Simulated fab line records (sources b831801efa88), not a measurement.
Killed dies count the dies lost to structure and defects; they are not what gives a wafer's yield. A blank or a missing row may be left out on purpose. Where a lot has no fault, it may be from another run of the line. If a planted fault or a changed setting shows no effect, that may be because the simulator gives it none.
fab line records	flow sky130
record lots=14	wafers=42	last-day=50
route steps=708 shown FIELD_ISO@1 LI_CONTACT@386 PAD_OPEN@708
lots with no fault: from the same line, run without faults
start-h: start of the lot's first displayed wafer, in hours after the record's first day	wait-h: hours elapsed since this lot's preceding step	" same as the row above	L1.1+2: one row covering several wafers at once	- no value, or no start was given	* or withheld: withheld	< > ~ a bound
route shown NAME@n: a module of which the file shows steps, and the number in the route of the first	usual: mean/standard deviation taken from wafers without a fault	same: alike in all rows	chamber/n: place in a boat	sites: the reading at each site	_std_site: the standard deviation of these	_edge_site: the outer-site mean with the inner-site mean subtracted	radius-mm: for every site, how far away it sits from the centre of the wafer	mask NAME#n: copy n	behind: the most recent tool/chamber to have shaped the wafer	hold: cause of the lot's hold/its duration in hours/its outcome	device: which transistor (n, p or np) failed to switch	end of line: the same wafers' tests at the end of the route	a step without rows: its recipe alone	killed: count of dies lost to structure and defects at first sort (not the wafer's yield)	map: a wafer's dies, x killed, . not, _ none there
set.NAME: the setting as run; set.NAME@STEP: as run at that earlier step	model.NAME: the simulator's own value behind a step, which no gauge read
the route's steps for a sample of lots (tables are steps, rows are wafers)
services: when a tool's chamber went out of use (start-h, in hours from the record's first day, below 0 if earlier), for how many hours, and the reason
## steps
# step SKY_FIELD_ISO_BOW_MEAS_00
# recipe mode=bow
# usual INCOMING_BOW=0/6.8
lot.wafer	tool	chamber	start-h	wait-h	INCOMING_BOW[um]
L471.4	film-metro-02	-	10.06	-	5
L471.5	"	-	"	"	0
L471.6	"	-	"	"	4
L472.3	film-metro-01	-	15.04	-	6
L472.4	"	-	"	"	6
L472.5	"	-	"	"	5
L475.2	film-metro-02	-	30.02	-	5
L475.4	"	-	"	"	-7
L475.6	"	-	"	"	-11
L476.1	film-metro-04	-	35.00	-	8
L476.5	"	-	"	"	-8
L476.6	"	-	"	"	9
L484.4	film-metro-02	-	75.06	-	-14
L484.5	"	-	"	"	-5
L484.6	"	-	"	"	-4
L486.1	film-metro-02	-	85.00	-	-2
L486.5	"	-	"	"	-10
L486.6	"	-	"	"	8
L487.1	film-metro-04	-	90.04	-	12
L487.2	"	-	"	"	-2
L487.4	"	-	"	"	-15
L488.1	film-metro-01	-	95.00	-	10
L488.4	"	-	"	"	-6
L488.6	"	-	"	"	0
L489.2	film-metro-04	-	100.02	-	0
L489.4	"	-	"	"	15
L489.5	"	-	"	"	7
L490.3	film-metro-04	-	105.04	-	-3
L490.4	"	-	"	"	-16
L490.6	"	-	"	"	3
L491.1	film-metro-01	-	110.00	-	5
L491.2	"	-	"	"	-1
L491.3	"	-	"	"	4
L492.1	film-metro-04	-	115.00	-	7
L492.2	"	-	"	"	-2
L492.4	"	-	"	"	-1
L493.2	film-metro-04	-	120.02	-	3
L493.4	"	-	"	"	-9
L493.6	"	-	"	"	-11
L494.1	film-metro-01	-	125.00	-	-12
L494.4	"	-	"	"	2
L494.6	"	-	"	"	2
# step SKY_FIELD_ISO_THK_MEAS_02
# recipe reads=SiO2_of_FIELD_ISO_OXIDATION_01
# usual FIELD_ISO_OXIDATION_00_THK=12.09/0.2
lot.wafer	tool	chamber	start-h	wait-h	FIELD_ISO_OXIDATION_00_THK[nm]
L471.4	film-metro-01	-	11.80	0.0	12.38
L471.5	"	-	"	"	12.07
L471.6	"	-	"	"	12.15
L472.3	film-metro-04	-	18.05	0.0	12.36
L472.4	"	-	"	"	12.32
L472.5	"	-	"	"	12.32
L475.2	film-metro-01	-	32.32	0.0	11.92
L475.4	"	-	"	"	12.32
L475.6	"	-	"	"	12.11
L476.1	film-metro-02	-	37.19	0.0	12.08
L476.5	"	-	"	"	11.95
L476.6	"	-	"	"	12.04
L484.4	film-metro-04	-	78.49	0.0	12.24
L484.5	"	-	"	"	12.05
L484.6	"	-	"	"	12.07
L486.1	film-metro-01	-	86.63	0.0	12.29
L486.5	"	-	"	"	12.39
L486.6	"	-	"	"	12.30
L487.1	film-metro-04	-	92.85	0.0	12.29
L487.2	"	-	"	"	12.13
L487.4	"	-	"	"	12.18
L488.1	film-metro-01	-	97.02	0.0	12.04
L488.4	"	-	"	"	12.10
L488.6	"	-	"	"	12.22
L489.2	film-metro-04	-	102.64	0.0	12.10
L489.4	"	-	"	"	12.20
L489.5	"	-	"	"	11.99
L490.3	film-metro-01	-	106.65	0.0	12.25
L490.4	"	-	"	"	12.43
L490.6	"	-	"	"	12.43
L491.1	film-metro-01	-	111.63	0.0	12.24
L491.2	"	-	"	"	12.13
L491.3	"	-	"	"	12.31
L492.1	film-metro-04	-	117.58	0.0	11.93
L492.2	"	-	"	"	12.01
L492.4	"	-	"	"	12.20
L493.2	film-metro-04	-	123.02	0.0	11.81
L493.4	"	-	"	"	11.73
L493.6	"	-	"	"	11.66
L494.1	film-metro-02	-	128.50	0.0	12.17
L494.4	"	-	"	"	12.21
L494.6	"	-	"	"	12.27
# step SKY_FIELD_ISO_THK_MEAS_04
# recipe reads=Si3N4_of_FIELD_ISO_CVD_03
# usual FIELD_ISO_CVD_03_THK=164.4/1.5
lot.wafer	tool	chamber	start-h	wait-h	FIELD_ISO_CVD_03_THK[nm]
L471.4	film-metro-02	-	13.64	0.0	164.3
L471.5	"	-	"	"	165.1
L471.6	"	-	"	"	164.7
L472.3	film-metro-02	-	19.89	0.0	162.6
L472.4	"	-	"	"	164.6
L472.5	"	-	"	"	164.3
L475.2	film-metro-04	-	34.17	0.0	163.2
L475.4	"	-	"	"	165.1
L475.6	"	-	"	"	165.3
L476.1	film-metro-04	-	39.70	0.0	164.6
L476.5	"	-	"	"	165.7
L476.6	"	-	"	"	165.5
L484.4	film-metro-01	-	84.17	0.0	162.9
L484.5	"	-	"	"	163.8
L484.6	"	-	"	"	163.1
L486.1	film-metro-01	-	92.82	0.0	162.5
L486.5	"	-	"	"	162.1
L486.6	"	-	"	"	163.4
L487.1	film-metro-04	-	96.86	0.0	164.5
L487.2	"	-	"	"	164.2
L487.4	"	-	"	"	165.0
L488.1	film-metro-01	-	100.00	0.0	165.0
L488.4	"	-	"	"	164.0
L488.6	"	-	"	"	164.0
L489.2	film-metro-04	-	104.49	0.0	164.1
L489.4	"	-	"	"	163.5
L489.5	"	-	"	"	163.4
L490.3	film-metro-01	-	108.54	0.0	167.8
L490.4	"	-	"	"	167.1
L490.6	"	-	"	"	168.1
L491.1	film-metro-01	-	114.37	0.0	166.3
L491.2	"	-	"	"	166.8
L491.3	"	-	"	"	167.9
L492.1	film-metro-02	-	119.42	0.0	165.2
L492.2	"	-	"	"	165.0
L492.4	"	-	"	"	164.0
L493.2	film-metro-04	-	125.72	0.0	164.9
L493.4	"	-	"	"	164.7
L493.6	"	-	"	"	163.6
L494.1	film-metro-01	-	130.35	0.0	167.7
L494.4	"	-	"	"	167.6
L494.6	"	-	"	"	167.0
# step SKY_LI_CONTACT_CMP_24
# recipe stop-on=PSG	t-overpolish-s=20	down-force-psi=3.5	platen-rpm=60	target-thk-nm=0	pad-velocity-m-s=0.94248
# usual motor-current-A=11.2/1.1	overpolish-run-s=20.000/0.0094	t-overpolish-s=20/0	time-to-endpoint-s=99/3.9
lot.wafer	tool	chamber	start-h	wait-h	motor-current-A	overpolish-run-s	t-overpolish-s	time-to-endpoint-s
L471.4	cmp-01	2	662.05	0.2	10.9	19.990	20	98
L471.6	"	3	"	"	11.1	20.010	20	99
L471.5	"	0	"	"	12.8	20.010	20	104
L472.4	cmp-01	3	670.79	0.1	11.1	19.995	20	99
L472.3	"	1	"	"	10.7	20.021	20	95
L472.5	"	2	"	"	10.5	19.991	20	101
L475.2	cmp-01	0	700.27	0.1	12.6	20.004	20	104
L475.4	"	1	"	"	10.7	27.148	27.146	97
L475.6	"	3	"	"	11.9	19.978	20	102
L476.1	cmp-01	3	707.55	0.1	11.7	20.015	20	95
L476.6	"	1	"	"	11.9	27.141	27.146	94
L476.5	"	2	"	"	10.6	19.995	20	100
L484.4	cmp-02	1	783.12	0.3	12.2	19.999	20	103
L484.6	"	1	"	"	11.9	19.994	20	105
L484.5	"	2	"	"	12.2	19.998	20	99
L486.1	cmp-02	2	798.60	0.1	12.1	20.000	20	102
L486.5	"	2	"	"	12.0	20.006	20	104
L486.6	"	3	"	"	9.6	19.980	20	104
L487.1	cmp-01	1	807.78	0.1	10.7	20.001	20	91
L487.2	"	2	"	"	11.2	20.010	20	96
L487.4	"	3	"	"	11.6	20.001	20	94
L488.1	cmp-02	3	815.29	0.1	9.4	19.999	20	100
L488.4	"	0	"	"	10.4	20.015	20	99
L488.6	"	3	"	"	9.6	20.000	20	98
L489.4	cmp-02	3	821.86	0.0	9.2	20.000	20	104
L489.2	"	2	"	"	12.1	19.993	20	100
L489.5	"	0	"	"	10.0	20.013	20	104
L490.4	cmp-02	1	825.25	0.1	12.4	19.988	20	102
L490.3	"	2	"	"	12.3	20.018	20	100
L490.6	"	0	"	"	10.3	19.990	20	98
L491.2	cmp-01	1	833.39	0.0	11.2	20.002	20	97
L491.1	"	2	"	"	10.9	20.022	20	99
L491.3	"	0	"	"	12.7	19.993	20	103
L492.2	cmp-02	0	844.80	0.2	9.6	20.001	20	100
L492.1	"	1	"	"	12.6	19.988	20	105
L492.4	"	2	"	"	12.1	20.010	20	97
L493.4	cmp-02	1	846.10	0.1	12.2	19.990	20	104
L493.2	"	2	"	"	12.0	19.992	20	103
L493.6	"	0	"	"	10.5	19.999	20	104
L494.4	cmp-01	3	848.45	0.1	11.7	20.015	20	96
L494.1	"	0	"	"	12.5	20.007	20	98
L494.6	"	1	"	"	11.2	19.994	20	95
# step SKY_PAD_OPEN_PROBE_99
# usual killed_at_M0_to_M3=44/7.2	killed_at_M4_up=3.1/1.8	killed-at-contacts=24/4.5	killed-at-front-end=16/4.4	killed-at-other=0.2/0.42	killed-dies=87/8.9	killed-open=48/6.4	killed-short=39/6.2
# same gross-dies=492	killed-at-back-side=0
lot.wafer	tool	chamber	start-h	wait-h	killed_at_M0_to_M3	killed_at_M4_up	killed-at-contacts	killed-at-front-end	killed-at-other	killed-dies	killed-open	killed-short
L471.4	prober-01	-	1053.98	0.2	51	4	25	16	1	97	62	35
L471.5	prober-01	-	1054.03	0.2	48	3	16	25	0	92	47	45
L471.6	prober-01	-	1054.08	0.2	41	2	29	15	0	87	47	40
L472.3	prober-02	-	1064.22	0.2	49	5	22	14	0	90	48	42
L472.4	prober-02	-	1064.27	0.2	45	6	28	20	0	99	46	53
L472.5	prober-02	-	1064.32	0.2	42	2	24	14	1	83	47	36
L475.2	prober-01	-	1084.22	0.1	36	2	28	21	0	87	49	38
L475.4	prober-01	-	1084.32	0.2	50	7	20	15	0	92	40	52
L475.6	prober-01	-	1084.42	0.2	48	5	29	15	0	97	50	47
L476.1	prober-02	-	1088.31	0.1	41	6	21	10	0	78	51	27
L476.5	prober-02	-	1088.51	0.2	47	7	16	9	0	79	45	34
L476.6	prober-02	-	1088.56	0.2	43	3	20	13	0	79	42	37
L484.4	prober-02	-	1144.23	0.2	56	2	23	14	0	95	49	46
L484.5	prober-02	-	1144.28	0.2	46	5	24	25	0	100	63	37
L484.6	prober-02	-	1144.33	0.2	42	6	21	13	0	82	49	33
L486.1	prober-02	-	1156.57	0.1	42	3	18	14	0	77	40	37
L486.5	prober-02	-	1156.77	0.2	38	1	21	12	1	73	39	34
L486.6	prober-02	-	1156.82	0.2	46	2	26	9	0	83	41	42
L487.1	prober-01	-	1158.70	0.1	45	4	26	12	0	87	52	35
L487.2	prober-01	-	1158.75	0.1	46	1	25	15	0	87	50	37
L487.4	prober-01	-	1158.85	0.2	47	3	28	20	0	98	56	42
L488.1	prober-02	-	1163.53	0.1	30	5	17	14	0	66	41	25
L488.4	prober-02	-	1163.68	0.2	43	1	19	8	0	71	39	32
L488.6	prober-02	-	1163.78	0.2	39	4	26	14	0	83	47	36
L489.2	prober-01	-	1172.37	0.1	38	5	31	15	0	89	44	45
L489.4	prober-01	-	1172.47	0.2	44	6	24	18	1	93	50	43
L489.5	prober-01	-	1172.52	0.2	33	4	26	14	0	77	45	32
L490.3	prober-02	-	1174.32	0.2	39	3	21	13	0	76	41	35
L490.4	prober-02	-	1174.37	0.2	51	1	26	16	1	95	60	35
L490.6	prober-02	-	1174.47	0.2	54	1	11	13	1	80	48	32
L491.1	prober-01	-	1177.34	0.1	41	3	22	22	1	89	56	33
L491.2	prober-01	-	1177.39	0.1	39	4	32	24	0	99	51	48
L491.3	prober-01	-	1177.44	0.2	39	2	32	19	0	92	51	41
L492.1	prober-02	-	1186.54	0.1	33	6	28	16	0	83	47	36
L492.2	prober-02	-	1186.59	0.1	43	3	24	18	0	88	49	39
L492.4	prober-02	-	1186.69	0.2	46	2	20	18	1	87	51	36
L493.2	prober-01	-	1187.72	0.1	52	1	22	16	0	91	48	43
L493.4	prober-01	-	1187.82	0.2	50	5	22	9	0	86	52	34
L493.6	prober-01	-	1187.92	0.2	43	0	30	18	0	91	53	38
L494.1	prober-02	-	1188.64	0.1	39	3	26	15	0	83	57	26
L494.4	prober-02	-	1188.79	0.2	42	3	18	19	0	82	46	36
L494.6	prober-02	-	1188.89	0.2	44	5	26	13	0	88	47	41
# killed by level:class
L471.4 VIA1:geometric-particle:open=16 CONTACT:geometric-particle:open=11 VIA2:geometric-particle:open=9 VIA3:geometric-particle:open=7 POLY_GATE:geometric-particle:short=5 LI_CONTACT:geometric-particle:open=5 LOCAL_INTERCONNECT:geometric-particle:short=5 POLY_GATE:geometric-particle:open=4
L471.5 VIA1:geometric-particle:open=11 POLY_GATE:geometric-particle:open=8 METAL1:geometric-particle:short=8 VIA1:geometric-particle:short=6 LI_CONTACT:geometric-particle:open=5 VIA3:geometric-particle:open=5 POLY_GATE:geometric-particle:short=4 LOCAL_INTERCONNECT:geometric-particle:short=4
L471.6 CONTACT:geometric-particle:open=10 LI_CONTACT:geometric-particle:open=9 VIA2:geometric-particle:open=9 FIELD_ISO:geometric-particle:short=6 METAL1:geometric-particle:short=6 METAL2:geometric-particle:short=5 VIA1:geometric-particle:open=5 CONTACT:geometric-particle:short=4
L472.3 CONTACT:geometric-particle:open=9 LI_CONTACT:geometric-particle:open=7 VIA1:geometric-particle:short=7 VIA1:geometric-particle:open=7 VIA3:geometric-particle:open=7 METAL2:geometric-particle:short=6 POLY_GATE:geometric-particle:short=5 METAL1:geometric-particle:short=5
L472.4 CONTACT:geometric-particle:open=10 METAL2:geometric-particle:short=7 VIA3:geometric-particle:open=7 VIA1:geometric-particle:open=6 METAL4:geometric-particle:short=6 VIA2:geometric-particle:open=5 LI_CONTACT:geometric-particle:open=5 CONTACT:geometric-particle:short=5
L472.5 VIA1:geometric-particle:open=12 CONTACT:geometric-particle:open=7 FIELD_ISO:geometric-particle:open=5 FIELD_ISO:geometric-particle:short=5 METAL1:geometric-particle:short=5 LOCAL_INTERCONNECT:geometric-particle:short=5 VIA3:geometric-particle:short=5 METAL2:geometric-particle:short=5
L475.2 VIA1:geometric-particle:open=11 CONTACT:geometric-particle:open=10 FIELD_ISO:geometric-particle:open=6 VIA2:geometric-particle:open=6 LI_CONTACT:geometric-particle:short=5 LOCAL_INTERCONNECT:geometric-particle:short=4 POLY_GATE:geometric-particle:open=4 LI_CONTACT:geometric-particle:open=4
L475.4 VIA1:geometric-particle:open=16 CONTACT:geometric-particle:short=7 METAL4:geometric-particle:short=7 VIA1:geometric-particle:short=6 POLY_GATE:geometric-particle:short=5 LI_CONTACT:geometric-particle:short=5 VIA3:geometric-particle:open=5 CONTACT:geometric-particle:open=5
L475.6 CONTACT:geometric-particle:open=10 LI_CONTACT:geometric-particle:open=7 CONTACT:geometric-particle:short=7 VIA1:geometric-particle:open=7 METAL1:geometric-particle:short=6 VIA2:geometric-particle:short=6 VIA2:geometric-particle:open=6 VIA1:geometric-particle:short=5
L476.1 VIA2:geometric-particle:open=9 CONTACT:geometric-particle:open=8 VIA1:geometric-particle:open=6 VIA3:geometric-particle:open=6 LI_CONTACT:geometric-particle:open=5 CONTACT:geometric-particle:short=5 METAL1:geometric-particle:open=5 POLY_GATE:geometric-particle:open=4
L476.5 VIA1:geometric-particle:open=10 CONTACT:geometric-particle:open=9 VIA3:geometric-particle:open=7 VIA2:geometric-particle:open=6 METAL1:geometric-particle:short=5 POLY_GATE:geometric-particle:short=4 METAL4:geometric-particle:short=4 VIA1:geometric-particle:short=4
L476.6 VIA1:geometric-particle:open=12 LI_CONTACT:geometric-particle:open=7 VIA1:geometric-particle:short=7 CONTACT:geometric-particle:open=6 VIA3:geometric-particle:open=5 METAL1:geometric-particle:short=5 METAL2:geometric-particle:short=5 VIA2:geometric-particle:open=4
L484.4 VIA1:geometric-particle:open=12 VIA2:geometric-particle:open=11 CONTACT:geometric-particle:open=11 METAL1:geometric-particle:short=10 METAL2:geometric-particle:short=6 CONTACT:geometric-particle:short=5 VIA3:geometric-particle:open=5 VIA1:geometric-particle:short=4
L484.5 VIA1:geometric-particle:open=16 CONTACT:geometric-particle:open=9 LI_CONTACT:geometric-particle:open=8 VIA2:geometric-particle:open=7 FIELD_ISO:geometric-particle:short=5 FIELD_ISO:geometric-particle:open=5 POLY_GATE:geometric-particle:short=5 POLY_GATE:geometric-particle:open=5
L484.6 VIA2:geometric-particle:open=9 VIA1:geometric-particle:open=9 LI_CONTACT:geometric-particle:open=8 LI_CONTACT:geometric-particle:short=7 FIELD_ISO:geometric-particle:short=5 VIA3:geometric-particle:open=5 METAL1:geometric-particle:short=5 CONTACT:geometric-particle:open=4
L486.1 VIA1:geometric-particle:open=10 FIELD_ISO:geometric-particle:open=6 CONTACT:geometric-particle:short=5 METAL2:geometric-particle:short=5 VIA3:geometric-particle:open=5 FIELD_ISO:geometric-particle:short=4 VIA2:geometric-particle:open=4 CONTACT:geometric-particle:open=4
L486.5 CONTACT:geometric-particle:open=8 VIA1:geometric-particle:open=8 VIA3:geometric-particle:open=7 LOCAL_INTERCONNECT:geometric-particle:short=6 METAL2:geometric-particle:short=5 METAL1:geometric-particle:short=4 VIA1:geometric-particle:short=4 FIELD_ISO:geometric-particle:open=3
L486.6 VIA2:geometric-particle:open=11 VIA1:geometric-particle:open=10 CONTACT:geometric-particle:open=7 VIA1:geometric-particle:short=7 CONTACT:geometric-particle:short=6 METAL2:geometric-particle:short=6 LI_CONTACT:geometric-particle:short=5 LI_CONTACT:geometric-particle:open=5
L487.1 VIA1:geometric-particle:open=10 VIA3:geometric-particle:open=9 CONTACT:geometric-particle:open=8 VIA2:geometric-particle:open=7 CONTACT:geometric-particle:short=7 LI_CONTACT:geometric-particle:open=6 METAL2:geometric-particle:short=5 VIA3:geometric-particle:short=5
L487.2 VIA1:geometric-particle:open=12 VIA2:geometric-particle:open=9 LI_CONTACT:geometric-particle:open=9 CONTACT:geometric-particle:open=9 POLY_GATE:geometric-particle:short=7 VIA1:geometric-particle:short=5 LOCAL_INTERCONNECT:geometric-particle:short=4 METAL2:geometric-particle:short=4
L487.4 CONTACT:geometric-particle:open=10 LI_CONTACT:geometric-particle:open=9 VIA1:geometric-particle:open=9 VIA1:geometric-particle:short=8 VIA3:geometric-particle:open=6 METAL2:geometric-particle:short=6 POLY_GATE:geometric-particle:open=5 VIA2:geometric-particle:open=5
L488.1 VIA1:geometric-particle:open=8 VIA3:geometric-particle:open=7 LI_CONTACT:geometric-particle:open=6 CONTACT:geometric-particle:open=6 METAL4:geometric-particle:short=5 FIELD_ISO:geometric-particle:open=4 VIA1:geometric-particle:short=4 FIELD_ISO:geometric-particle:short=3
L488.4 VIA1:geometric-particle:open=11 CONTACT:geometric-particle:open=9 METAL2:geometric-particle:short=7 VIA3:geometric-particle:open=6 CONTACT:geometric-particle:short=5 METAL1:geometric-particle:short=5 VIA2:geometric-particle:open=5 FIELD_ISO:geometric-particle:open=4
L488.6 CONTACT:geometric-particle:open=11 LI_CONTACT:geometric-particle:open=8 METAL3:geometric-particle:short=7 VIA1:geometric-particle:short=6 FIELD_ISO:geometric-particle:open=5 VIA2:geometric-particle:short=5 POLY_GATE:geometric-particle:short=4 POLY_GATE:geometric-particle:open=4
L489.2 VIA1:geometric-particle:open=15 CONTACT:geometric-particle:open=10 LOCAL_INTERCONNECT:geometric-particle:short=8 CONTACT:geometric-particle:short=6 VIA3:geometric-particle:open=5 METAL1:geometric-particle:short=4 LI_CONTACT:geometric-particle:open=4 METAL4:geometric-particle:short=4
L489.4 VIA1:geometric-particle:open=13 CONTACT:geometric-particle:open=10 VIA3:geometric-particle:open=8 POLY_GATE:geometric-particle:open=5 LI_CONTACT:geometric-particle:open=5 METAL1:geometric-particle:short=5 FIELD_ISO:geometric-particle:short=4 POLY_GATE:geometric-particle:short=4
L489.5 CONTACT:geometric-particle:open=14 VIA2:geometric-particle:open=8 VIA3:geometric-particle:open=7 POLY_GATE:geometric-particle:short=5 LI_CONTACT:geometric-particle:open=4 LI_CONTACT:geometric-particle:short=4 VIA1:geometric-particle:open=4 METAL1:geometric-particle:short=3
L490.3 VIA1:geometric-particle:open=15 CONTACT:geometric-particle:open=7 VIA2:geometric-particle:open=5 FIELD_ISO:geometric-particle:short=4 LI_CONTACT:geometric-particle:short=4 VIA1:geometric-particle:short=4 CONTACT:geometric-particle:short=4 VIA3:geometric-particle:open=4
L490.4 LI_CONTACT:geometric-particle:open=14 VIA1:geometric-particle:open=14 VIA2:geometric-particle:open=9 METAL1:geometric-particle:short=7 FIELD_ISO:geometric-particle:open=5 LOCAL_INTERCONNECT:geometric-particle:short=5 VIA2:geometric-particle:short=5 VIA3:geometric-particle:open=4
L490.6 VIA1:geometric-particle:open=13 VIA2:geometric-particle:open=8 CONTACT:geometric-particle:open=6 METAL1:geometric-particle:short=6 VIA3:geometric-particle:open=6 VIA1:geometric-particle:short=5 METAL2:geometric-particle:short=5 POLY_GATE:geometric-particle:short=4
L491.1 VIA1:geometric-particle:open=10 CONTACT:geometric-particle:open=10 VIA2:geometric-particle:open=7 FIELD_ISO:geometric-particle:open=6 VIA3:geometric-particle:open=6 POLY_GATE:geometric-particle:open=5 POLY_GATE:geometric-particle:short=4 LI_CONTACT:geometric-particle:open=4
L491.2 CONTACT:geometric-particle:open=10 VIA1:geometric-particle:open=8 POLY_GATE:geometric-particle:open=7 LI_CONTACT:geometric-particle:open=7 LI_CONTACT:geometric-particle:short=7 FIELD_ISO:geometric-particle:open=6 POLY_GATE:geometric-particle:short=6 METAL1:geometric-particle:short=6
L491.3 CONTACT:geometric-particle:open=12 VIA1:geometric-particle:open=10 CONTACT:geometric-particle:short=8 FIELD_ISO:geometric-particle:open=7 LI_CONTACT:geometric-particle:open=7 METAL1:geometric-particle:short=7 VIA1:geometric-particle:short=6 FIELD_ISO:geometric-particle:short=5
L492.1 CONTACT:geometric-particle:open=8 FIELD_ISO:geometric-particle:open=7 LI_CONTACT:geometric-particle:open=7 VIA1:geometric-particle:open=5 METAL2:geometric-particle:short=5 FIELD_ISO:geometric-particle:short=4 LI_CONTACT:geometric-particle:short=4 VIA1:geometric-particle:short=4
L492.2 LI_CONTACT:geometric-particle:open=10 VIA1:geometric-particle:open=9 VIA2:geometric-particle:open=8 POLY_GATE:geometric-particle:short=6 POLY_GATE:geometric-particle:open=5 CONTACT:geometric-particle:short=5 METAL3:geometric-particle:short=5 VIA3:geometric-particle:open=5
L492.4 VIA1:geometric-particle:open=13 VIA3:geometric-particle:open=11 CONTACT:geometric-particle:open=7 VIA2:geometric-particle:open=6 FIELD_ISO:geometric-particle:short=5 LOCAL_INTERCONNECT:geometric-particle:short=5 VIA1:geometric-particle:short=4 LI_CONTACT:geometric-particle:open=4
L493.2 VIA1:geometric-particle:open=13 METAL2:geometric-particle:short=9 CONTACT:geometric-particle:open=7 VIA3:geometric-particle:open=6 POLY_GATE:geometric-particle:short=5 LI_CONTACT:geometric-particle:short=5 LOCAL_INTERCONNECT:geometric-particle:short=5 METAL1:geometric-particle:short=5
L493.4 VIA2:geometric-particle:open=12 LI_CONTACT:geometric-particle:open=8 VIA3:geometric-particle:open=7 VIA1:geometric-particle:open=7 CONTACT:geometric-particle:open=7 METAL1:geometric-particle:short=6 VIA1:geometric-particle:short=6 METAL2:geometric-particle:short=6
L493.6 CONTACT:geometric-particle:open=10 VIA2:geometric-particle:open=10 VIA1:geometric-particle:open=9 LI_CONTACT:geometric-particle:open=8 FIELD_ISO:geometric-particle:open=6 CONTACT:geometric-particle:short=6 METAL1:geometric-particle:short=5 METAL2:geometric-particle:short=5
L494.1 VIA1:geometric-particle:open=11 LI_CONTACT:geometric-particle:open=10 CONTACT:geometric-particle:open=9 VIA3:geometric-particle:open=6 VIA2:geometric-particle:open=6 FIELD_ISO:geometric-particle:open=5 VIA1:geometric-particle:short=5 POLY_GATE:geometric-particle:short=3
L494.4 VIA1:geometric-particle:open=8 VIA2:geometric-particle:open=8 FIELD_ISO:geometric-particle:open=7 CONTACT:geometric-particle:open=6 VIA3:geometric-particle:open=6 LOCAL_INTERCONNECT:geometric-particle:short=4 METAL3:geometric-particle:short=4 FIELD_ISO:geometric-particle:short=3
L494.6 VIA1:geometric-particle:open=12 CONTACT:geometric-particle:open=9 CONTACT:geometric-particle:short=7 METAL3:geometric-particle:short=6 VIA2:geometric-particle:open=6 POLY_GATE:geometric-particle:open=5 LI_CONTACT:geometric-particle:open=5 METAL4:geometric-particle:short=5
## services
tool	chamber	start-h	hours	kind
cmp-02	-	672.91	1.6	repair
cmp-02	-	676.86	2.7	pm
cmp-02	-	696.78	0.3	repair
cmp-02	-	712.09	0.4	repair
cmp-01	-	730.13	2.4	repair
cmp-02	-	744.25	4.0	pm
cmp-01	-	747.34	2.3	repair
cmp-02	-	748.25	-	consumable-replace:conditioner
cmp-02	-	748.25	-	consumable-replace:pad
cmp-01	-	777.99	6.8	repair
cmp-01	-	796.39	1.4	repair
cmp-01	-	810.30	6.4	pm
cmp-01	-	841.40	1.2	repair
## key
first-sign step=SKY_LI_CONTACT_CMP_24	reading=t-overpolish-s	direction=up	sigmas=99+	usual=20	struck=27.146
effect step=SKY_LI_CONTACT_CMP_24	reading=overpolish-run-s	direction=up	sigmas=99+	usual=20.000	struck=27.144
met-at SKY_LI_CONTACT_CMP_24
struck-lots L475,L476
struck-wafers L475.4,L476.6
tester-left-out L475,L476
not-acting-at SKY_FIELD_ISO_BOW_MEAS_00,SKY_FIELD_ISO_THK_MEAS_02,SKY_FIELD_ISO_THK_MEAS_04
onset-between 670.79 700.27
fault kind=process-parameter-drift	tool=cmp-01	chamber=1	onset-h=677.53	steps=SKY_LI_CONTACT_CMP_24	channel=t-overpolish-s	offset=7.146	shape=step	end-h=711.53	acts-in=these-recipes-only	stated=20
# tester-left-out: of these lots the tester's yield and bins aren't shown, on N5 and GAA mostly nor the transistor test; their killed dies are dies lost to structure and defects alone, not to doping, threshold or leakage, so they don't give the yield
